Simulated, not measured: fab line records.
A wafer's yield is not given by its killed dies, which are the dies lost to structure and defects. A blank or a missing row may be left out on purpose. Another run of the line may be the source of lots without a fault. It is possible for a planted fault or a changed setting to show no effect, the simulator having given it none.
fab line records	flow sky130
record: lots: 12	wafers: 36	last-day: 50
route steps=708 shown DNWELL@43 VT_ADJUST_HVTR@140 VT_ADJUST_PCH@150
lots with no fault: from the same line, run without faults
start-h: start of the lot's first displayed wafer, in hours after the record's first day	wait-h: time in hours since the lot's previous step	" repeats the value in the row above	L1.1+2: a single row standing in for several wafers	- no value present, or no start provided	* or withheld: withheld	< > ~ a bound
route shown NAME@n: a module of which the file shows steps, and the number in the route of the first	usual: mean/standard deviation taken from wafers without a fault	same: alike in all rows	chamber/n: place in a boat	sites: the reading at each site	_std_site: standard deviation of those values	_edge_site: the outer-site mean with the inner-site mean subtracted	radius-mm: how far each site lies from the wafer's centre	mask NAME#n: copy n	behind: tool/chamber where the wafer was last shaped	hold: why the lot was held/for how many hours/how that ended	device: the n, p or np transistor that did not switch	end of line: tests run on the same wafers once the route is complete	a step with no rows: only its recipe	killed: dies lost to structure and defects at the first sort, not the wafer's yield	map: a wafer's dies, marking killed ones x, the rest . and places with no die _
set.NAME: the setting the step ran with; set.NAME@STEP: the setting that earlier step ran with	model.NAME: the simulator's own value behind a step, which no gauge read
route steps across a sampled set of lots; one table per step, one row per wafer
services: when a tool's chamber went out of use (start-h, in hours from the record's first day, below 0 if earlier), for how many hours, and the reason
== steps ==
step: SKY_DNWELL_STRIP_08
recipe: chemistry: O2/N2	power-w: 1400	pressure-mtorr: 1500	platen-temp-c: withheld	o2-flow-sccm: 3000	n2-flow-sccm: 300	overash-fraction: 0.5
usual: drypump-motor-current-A: 5.8/0.41	oes-product-au: 0.723/0.0045	strip-time-to-endpoint-s: 36.92/0.1
lot.wafer	tool	chamber	start-h	wait-h	drypump-motor-current-A	oes-product-au	rf-hours-counter-h	strip-time-to-endpoint-s
L769.3	plasma-asher-01	0	60.26	0.1	5.2	0.719	-	37.13
L769.5	"	1	"	"	5.6	0.730	-	37.15
L769.6	"	0	"	"	5.2	0.730	-	37.14
L772.3	plasma-asher-04	0	75.17	0.1	5.9	0.727	-	36.86
L772.4	"	1	"	"	6.2	0.724	-	36.70
L772.5	"	1	"	"	6.2	0.721	-	36.87
L773.2	plasma-asher-04	0	79.18	0.1	5.9	0.715	39	37.04
L773.3	"	0	"	"	5.9	0.723	-	36.95
L773.6	"	1	"	"	6.2	0.730	-	36.92
L774.2	plasma-asher-04	1	85.94	0.1	6.2	0.714	39	36.90
L774.3	"	0	"	"	5.9	0.726	-	36.91
L774.4	"	1	"	"	6.2	0.721	-	36.90
L776.2	plasma-asher-01	1	93.88	0.1	5.6	0.725	43	36.94
L776.3	"	1	"	"	5.6	0.715	-	36.94
L776.5	"	0	"	"	5.2	0.722	-	36.96
L779.2	plasma-asher-01	1	109.69	0.1	5.6	0.726	44	36.96
L779.3	"	1	"	"	5.6	0.722	-	37.00
L779.4	"	0	"	"	5.3	0.723	-	36.89
L785.2	plasma-asher-01	0	142.48	0.1	5.3	0.721	48	37.00
L785.4	"	0	"	"	5.3	0.723	-	36.94
L785.6	"	1	"	"	5.6	0.724	-	36.89
L786.2	plasma-asher-04	1	148.04	0.1	6.2	0.733	46	37.04
L786.4	"	0	"	"	5.9	0.718	-	37.07
L786.6	"	1	"	"	6.2	0.722	-	37.17
L787.1	plasma-asher-04	0	159.28	0.1	5.9	0.731	47	36.78
L787.5	"	1	"	"	6.2	0.721	-	36.71
L787.6	"	0	"	"	5.9	0.726	-	36.77
L788.1	plasma-asher-03	0	165.28	0.1	6.7	0.723	32	36.92
L788.3	"	1	"	"	5.5	0.718	-	36.83
L788.4	"	0	"	"	6.7	0.729	-	36.92
L790.1	plasma-asher-01	1	171.59	0.1	5.6	0.728	50	37.06
L790.3	"	0	"	"	5.3	0.715	-	37.06
L790.4	"	1	"	"	5.6	0.723	-	36.87
L791.2	plasma-asher-01	1	176.48	0.1	5.6	0.723	51	36.77
L791.4	"	0	"	"	5.3	0.717	-	36.73
L791.5	"	0	"	"	5.2	0.724	-	36.78
step: SKY_VT_ADJUST_HVTR_IMPLANT_09
recipe: species: B	energy-kev: 10	dose-cm2: 2.1e+12	tilt-deg: withheld
usual: dose-ions-cm2: 2.1e+12/2.4e+09	faraday-current-uA: 11.85/0.24
lot.wafer	tool	chamber	start-h	wait-h	dose-ions-cm2	faraday-current-uA
L769.3	implanter-04	0	211.66	0.1	2.0996e+12	11.34
L769.5	"	0	"	"	2.1003e+12	11.89
L769.6	"	0	"	"	2.0985e+12	11.80
L772.3	implanter-04	0	232.83	0.1	2.0999e+12	11.86
L772.4	"	0	"	"	2.0972e+12	12.39
L772.5	"	0	"	"	2.0996e+12	12.00
L773.2	implanter-04	0	236.71	0.0	2.1009e+12	11.80
L773.3	"	0	"	"	2.1037e+12	12.07
L773.6	"	0	"	"	2.0999e+12	11.35
L774.2	implanter-02	0	248.43	0.0	2.1019e+12	11.68
L774.3	"	0	"	"	2.1004e+12	11.94
L774.4	"	0	"	"	2.1012e+12	12.25
L776.2	implanter-04	0	257.40	0.0	2.0923e+12	11.98
L776.3	"	0	"	"	2.095e+12	11.99
L776.5	"	0	"	"	2.0942e+12	12.01
L779.2	implanter-04	0	281.56	0.0	2.105e+12	12.19
L779.3	"	0	"	"	2.103e+12	11.66
L779.4	"	0	"	"	2.1035e+12	12.17
L785.2	implanter-04	0	329.16	0.0	1.2962e+12	7.24
L785.4	"	0	"	"	1.2944e+12	7.34
L785.6	"	0	"	"	1.2944e+12	7.32
L786.2	implanter-04	0	333.26	0.0	1.2926e+12	7.64
L786.4	"	0	"	"	1.286e+12	7.38
L786.6	"	0	"	"	1.2921e+12	7.30
L787.1	implanter-02	0	347.81	0.0	2.1027e+12	11.90
L787.5	"	0	"	"	2.1026e+12	12.00
L787.6	"	0	"	"	2.1005e+12	11.93
L788.1	implanter-01	0	355.98	0.0	2.1022e+12	11.88
L788.3	"	0	"	"	2.0978e+12	11.85
L788.4	"	0	"	"	2.098e+12	11.47
L790.1	implanter-02	0	364.64	0.0	2.1011e+12	11.89
L790.3	"	0	"	"	2.1032e+12	11.58
L790.4	"	0	"	"	2.1001e+12	12.06
L791.2	implanter-01	0	368.31	0.0	2.1003e+12	11.68
L791.4	"	0	"	"	2.0957e+12	11.80
L791.5	"	0	"	"	2.0964e+12	11.72
step: SKY_VT_ADJUST_HVTR_TW_MEAS_11
usual: VT_ADJUST_HVTR_TW: 212.7/1.6
lot.wafer	tool	chamber	start-h	wait-h	VT_ADJUST_HVTR_TW
L769.3	film-metro-04	-	211.88	0.1	212.8
L769.5	"	-	"	"	212.1
L769.6	"	-	"	"	213.5
L772.3	film-metro-01	-	233.05	0.1	213.7
L772.4	"	-	"	"	213.5
L772.5	"	-	"	"	212.8
L773.2	film-metro-01	-	236.95	0.1	213.8
L773.3	"	-	"	"	213.6
L773.6	"	-	"	"	213.2
L774.2	film-metro-04	-	248.67	0.1	214.0
L774.3	"	-	"	"	214.9
L774.4	"	-	"	"	214.8
L776.2	film-metro-01	-	257.64	0.1	212.9
L776.3	"	-	"	"	214.2
L776.5	"	-	"	"	213.3
L779.2	film-metro-04	-	281.80	0.1	210.2
L779.3	"	-	"	"	211.5
L779.4	"	-	"	"	210.8
L785.2	film-metro-01	-	329.39	0.1	185.9
L785.4	"	-	"	"	186.5
L785.6	"	-	"	"	186.4
L786.2	film-metro-03	-	333.49	0.1	182.4
L786.4	"	-	"	"	182.9
L786.6	"	-	"	"	183.2
L787.1	film-metro-03	-	348.06	0.1	209.3
L787.5	"	-	"	"	209.5
L787.6	"	-	"	"	209.3
L788.1	film-metro-01	-	356.23	0.1	211.8
L788.3	"	-	"	"	211.7
L788.4	"	-	"	"	211.3
L790.1	film-metro-01	-	364.89	0.1	214.5
L790.3	"	-	"	"	215.6
L790.4	"	-	"	"	215.9
L791.2	film-metro-01	-	368.54	0.1	215.4
L791.4	"	-	"	"	215.3
L791.5	"	-	"	"	214.0
step: SKY_VT_ADJUST_PCH_OVL_MEAS_07
usual: VT_ADJUST_PCH_OVL: 0.3/1.3
lot.wafer	tool	chamber	start-h	wait-h	VT_ADJUST_PCH_OVL[nm]
L769.3	overlay-02	-	233.61	-	0.7
L769.5	"	-	"	"	1.5
L769.6	"	-	"	"	2.4
L772.3	overlay-01	-	256.89	-	1.9
L772.4	"	-	"	"	0.4
L772.5	"	-	"	"	2.2
L773.2	overlay-01	-	259.84	-	1.5
L773.3	"	-	"	"	0.2
L773.6	"	-	"	"	0.3
L774.2	overlay-01	-	272.88	-	1.9
L774.3	"	-	"	"	0.9
L774.4	"	-	"	"	2.5
L776.2	overlay-02	-	281.99	-	-0.2
L776.3	"	-	"	"	-1.1
L776.5	"	-	"	"	-0.6
L779.2	overlay-02	-	307.04	-	0.4
L779.3	"	-	"	"	0.7
L779.4	"	-	"	"	-2.2
L785.2	overlay-02	-	356.01	-	1.9
L785.4	"	-	"	"	0.1
L785.6	"	-	"	"	0.3
L786.2	overlay-01	-	360.36	-	-1.1
L786.4	"	-	"	"	-1.0
L786.6	"	-	"	"	0.2
L787.1	overlay-02	-	375.68	-	0.0
L787.5	"	-	"	"	-0.3
L787.6	"	-	"	"	1.2
L788.1	overlay-02	-	384.65	-	-0.8
L788.3	"	-	"	"	-0.7
L788.4	"	-	"	"	0.6
L790.1	overlay-01	-	391.88	-	1.4
L790.3	"	-	"	"	0.9
L790.4	"	-	"	"	1.3
L791.2	overlay-02	-	396.33	-	-1.3
L791.4	"	-	"	"	-1.5
L791.5	"	-	"	"	-1.7
step: SKY_VT_ADJUST_PCH_STRIP_09
recipe: chemistry: O2/N2	power-w: 1400	pressure-mtorr: 1500	platen-temp-c: withheld	o2-flow-sccm: 3000	n2-flow-sccm: 300	overash-fraction: 0.5
usual: drypump-motor-current-A: 5.7/0.34	oes-product-au: 0.722/0.0048	strip-time-to-endpoint-s: 36.92/0.099
lot.wafer	tool	chamber	start-h	wait-h	drypump-motor-current-A	oes-product-au	rf-hours-counter-h	strip-time-to-endpoint-s
L769.3	plasma-asher-02	1	233.82	0.1	5.7	0.727	-	37.05
L769.5	"	0	"	"	5.3	0.721	-	37.02
L769.6	"	1	"	"	5.7	0.714	-	37.09
L772.3	plasma-asher-02	1	257.10	0.1	5.8	0.721	-	37.05
L772.4	"	0	"	"	5.3	0.726	-	36.91
L772.5	"	0	"	"	5.3	0.719	-	36.91
L773.2	plasma-asher-04	0	260.02	0.1	5.9	0.724	57	36.86
L773.3	"	0	"	"	5.9	0.730	-	36.84
L773.6	"	0	"	"	5.9	0.720	-	36.80
L774.2	plasma-asher-02	1	273.21	0.1	5.7	0.721	15	36.68
L774.3	"	0	"	"	5.3	0.712	-	36.77
L774.4	"	1	"	"	5.7	0.722	-	36.77
L776.2	plasma-asher-04	0	282.23	0.2	5.9	0.725	60	36.85
L776.3	"	1	"	"	6.2	0.715	-	36.92
L776.5	"	1	"	"	6.2	0.720	-	36.85
L779.2	plasma-asher-01	1	307.22	0.1	5.6	0.727	61	36.85
L779.3	"	0	"	"	5.3	0.716	-	36.95
L779.4	"	1	"	"	5.6	0.726	-	36.92
L785.2	plasma-asher-01	0	356.19	0.1	5.3	0.728	66	36.90
L785.4	"	0	"	"	5.2	0.716	-	36.87
L785.6	"	0	"	"	5.3	0.725	-	36.76
L786.2	plasma-asher-04	0	360.54	0.1	5.9	0.729	69	36.95
L786.4	"	1	"	"	6.2	0.724	-	36.89
L786.6	"	1	"	"	6.2	0.727	-	36.80
L787.1	plasma-asher-02	1	375.86	0.1	5.7	0.725	23	36.99
L787.5	"	1	"	"	5.7	0.721	-	36.96
L787.6	"	0	"	"	5.3	0.726	-	36.95
L788.1	plasma-asher-04	0	384.84	0.1	5.9	0.726	71	36.93
L788.3	"	1	"	"	6.2	0.722	-	36.89
L788.4	"	0	"	"	5.9	0.722	-	36.98
L790.1	plasma-asher-02	0	392.06	0.1	5.3	0.726	24	36.90
L790.3	"	1	"	"	5.7	0.724	-	36.96
L790.4	"	0	"	"	5.3	0.715	-	36.91
L791.2	plasma-asher-04	0	396.51	0.1	5.9	0.728	72	37.00
L791.4	"	1	"	"	6.2	0.722	-	36.99
L791.5	"	1	"	"	6.2	0.727	-	36.95
== services ==
tool	chamber	start-h	hours	kind
plasma-asher-04	-	86.92	0.9	repair
plasma-asher-01	-	87.88	3.7	repair
plasma-asher-02	-	108.75	9.0	pm
plasma-asher-02	-	118.07	5.0	repair
implanter-01	-	118.98	2.5	repair
implanter-01	-	135.39	3.3	repair
implanter-02	-	154.97	2.2	repair
implanter-01	-	167.44	143.6	pm
implanter-02	-	168.72	24.3	pm
implanter-04	-	181.89	3.1	repair
implanter-02	-	213.59	3.4	repair
plasma-asher-04	-	221.33	4.1	repair
implanter-04	-	239.15	12.3	pm
plasma-asher-01	-	257.98	5.9	repair
plasma-asher-01	-	263.85	15.6	pm
plasma-asher-02	-	277.41	13.9	pm
plasma-asher-01	-	281.63	3.3	repair
plasma-asher-02	-	311.71	8.1	repair
plasma-asher-01	-	321.14	3.2	repair
plasma-asher-04	-	324.07	2.8	pm
plasma-asher-02	-	329.38	4.0	pm
implanter-01	-	345.99	1.9	repair
implanter-01	-	346.06	5.4	repair
implanter-02	-	375.96	2.8	pm
== key ==
first-sign: step: SKY_VT_ADJUST_HVTR_IMPLANT_09	reading: dose-ions-cm2	direction: down	sigmas: 99+	usual: *	struck: *
effect: step: SKY_VT_ADJUST_HVTR_IMPLANT_09	reading: faraday-current-uA	direction: down	sigmas: 19	usual: 11.85	struck: 7.37
effect: step: SKY_VT_ADJUST_HVTR_TW_MEAS_11	reading: VT_ADJUST_HVTR_TW	direction: down	sigmas: 18	usual: 212.7	struck: 184.5
met-at SKY_VT_ADJUST_HVTR_IMPLANT_09
struck-lots L785,L786
tester-left-out L785,L786
not-acting-at SKY_DNWELL_STRIP_08,SKY_VT_ADJUST_PCH_OVL_MEAS_07,SKY_VT_ADJUST_PCH_STRIP_09
onset-between 281.56 329.16
fault: kind: process-parameter-drift	tool: implanter-04	chamber: -	onset-h: 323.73	steps: SKY_VT_ADJUST_HVTR_IMPLANT_09	channel: dose-cm2	offset: *	shape: step	end-h: 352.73	acts-in: *	stated: *
tester-left-out: of these lots the tester's yield and bins aren't shown, on N5 and GAA mostly nor the transistor test; their killed dies are dies lost to structure and defects alone, not to doping, threshold or leakage, so they don't give the yield
